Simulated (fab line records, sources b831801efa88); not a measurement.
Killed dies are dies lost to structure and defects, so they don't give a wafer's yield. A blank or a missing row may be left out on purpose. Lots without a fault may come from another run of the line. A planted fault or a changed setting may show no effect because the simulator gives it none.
A struck lot beside a sound one | flow gf180mcu | 22 steps out of a route of 602
Sound: wafers L939.3, L939.4, L939.5. Struck: wafers L937.3, L937.4, L937.5. The cause comes at the end.
At each step with rows: each side's tool, then ch and its chambers, then its first start. Under that, the readings that differ: sound wafers | struck wafers | difference of the means | sigmas: that difference in standard deviations of wafers without a fault.
alike: readings whose means differ by less than 2 such deviations, and words and numbers that are the same on both sides. not compared: withheld readings, readings that some wafer has no value for, bounds like >300 that may hide the same value, and numbers for which the record gives no deviation and whose values overlap.
The two part at a step that has a row with sigmas, a row that says differs or no value, or rows on one side only. Numbers that don't overlap but have no deviation are shown without sigmas and don't part them. A reading that every wafer of one side lacks parts them only if that side has two wafers or more.

first, 3 steps without rows for these wafers: GF_M3_STRIP_18 (strips in post etch residue remover, time 1200 s); GF_M3_CLEAN_19 (cleans in DIW); GF_V3_CVD_00 (deposits SiO2, target thk 600 nm, time 100 s).
GF_V3_THK_MEAS_01:
  sound on film_metro-04, day 26 03:13; struck on film_metro-02, day 25 20:04
  alike: V3_CVD_00_THK
GF_V3_CVD_02: deposits SiO2 from TEOS, target thk 850 nm, time 94.851 s.
  sound on pecvd-04 ch 0,2, day 26 03:16; struck on pecvd-01 ch 0,2, day 25 20:07
  alike: heater_power_w
GF_V3_THK_MEAS_03:
  sound on film_metro-03, day 26 03:21; struck on film_metro-04, day 25 20:12
  alike: V3_CVD_02_THK
GF_V3_CMP_04: polishes SiO2.
  sound on cmp-01 ch 0,3, day 26 03:23; struck on cmp-01 ch 0,1,2, day 25 23:40
  reading          | sound             | struck            | difference | sigmas
  platen_rpm (rpm) | 59.95 59.87 59.96 | 60.02 60.03 60.00 | +0.09      | +2
  alike: motor_current_A, slurry_filter_dp_kPa, time_to_endpoint_s
GF_V3_BOW_MEAS_05:
  sound on film_metro-03, day 26 03:44; struck on film_metro-03, day 25 23:54
  alike: V3_BOW
then, 4 steps without rows for these wafers: GF_V3_DEHYDRATE_06 (time 60 s); GF_V3_HMDS_07 (prime time 60 s); GF_V3_COAT_08; GF_V3_COAT_09 (resist thk 1000 nm).
GF_V3_SOFTBAKE_10: time 60 s.
  sound on litho_track-04 ch 0, day 26 14:00; struck on litho_track-02 ch 0, day 26 09:00
  reading                             | sound                | struck               | difference | sigmas
  heater_power_total_W (W)            | 92.97 93.13 93.09    | 99.43 99.70 99.51    | +6.48      | +99 or more
  plate_temp_C (C)                    | 129.98 129.81 129.90 | 136.95 137.07 137.04 | +7.12      | +51
  model.KrF_of_V3_COAT_09.thk_nm (nm) | 1001 1001 998.5      | 988.8 988.3 988.5    | -11.6      |
  alike: resist_line_temp_C
then, 2 steps without rows for these wafers: GF_V3_EXPOSE_11 (exposes mask Via3, target cd 260 nm); GF_V3_PEB_12 (peb time 90 s).
GF_V3_DEVELOP_13: develop time 60 s.
  sound on litho_track-04 ch 0, day 27 01:04; struck on litho_track-02 ch 0, day 26 19:44
  reading                             | sound             | struck          | difference | sigmas
  model.KrF_of_V3_COAT_09.thk_nm (nm) | 986.3 985.8 983.5 | 974 973.5 973.7 | -11        |
  alike: resist_line_temp_C
GF_V3_CD_MEAS_14: target cd 260 nm.
  sound on cd_sem-01, day 27 01:12; struck on cd_sem-02, day 26 19:53
  reading    | sound             | struck            | difference | sigmas
  cd_nm (nm) | 258.2 257.7 258.1 | 283.3 283.2 283.5 | +25.3      | +21
GF_V3_OVL_MEAS_15:
  sound on overlay-01, day 27 01:17; struck on overlay-01, day 26 19:59
  alike: V3_OVL
GF_V3_ETCH_16: etches BARC in N2/H2.
  sound on rie_diel-04 ch 1,3, day 27 01:19; struck on rie_diel-03 ch 1,2,3, day 26 20:00
  reading             | sound             | struck          | difference | sigmas
  model.V3.cd_nm (nm) | 258.3 256.8 257.4 | 283 283.6 283.4 | +26        |
  alike: drypump_motor_current_A, oes_product_au, throttle_valve_pct
GF_V3_ETCH_17: etches SiO2 in C4F8/O2/Ar, stops on TiN, target depth 635 nm.
  sound on rie_diel-04 ch 1,3; struck on rie_diel-03 ch 1,2,3
  reading             | sound           | struck            | difference | sigmas
  model.V3.cd_nm (nm) | 258 256.2 257.2 | 283.5 283.7 283.4 | +26.4      |
  alike: oes_product_au
GF_V3_STRIP_18: strips in O2/N2.
  sound on plasma_asher-01 ch 0,1, day 27 01:28; struck on plasma_asher-03 ch 0,1, day 26 20:10
  alike: drypump_motor_current_A, heater_power_w, oes_product_au, platen_temp_c
  not compared: rf_hours_counter_h
-- the record jumps here: 6 days lie between the struck wafers' starts before and after (it left off in module V3 and takes up again in module PASSIVATION, whose first step shown is number 602 of the route) --
GF_PASSIVATION_PROBE_99:
  sound on prober-01, day 32 22:44; struck on prober-01, day 32 15:55
  reading                       | sound             | struck           | difference | sigmas
  model.etest.via3_chain.rc_ohm | 6.369 6.756 6.614 | 5.452 5.46 5.305 | -1.174     |

WHERE THEY PART
First at GF_V3_CMP_04; last, within this record, at GF_V3_CD_MEAS_14. Later steps at which nothing parts them and some readings are alike: GF_V3_OVL_MEAS_15, GF_V3_ETCH_16, GF_V3_ETCH_17, GF_V3_STRIP_18.

WHY: what the simulator had put in
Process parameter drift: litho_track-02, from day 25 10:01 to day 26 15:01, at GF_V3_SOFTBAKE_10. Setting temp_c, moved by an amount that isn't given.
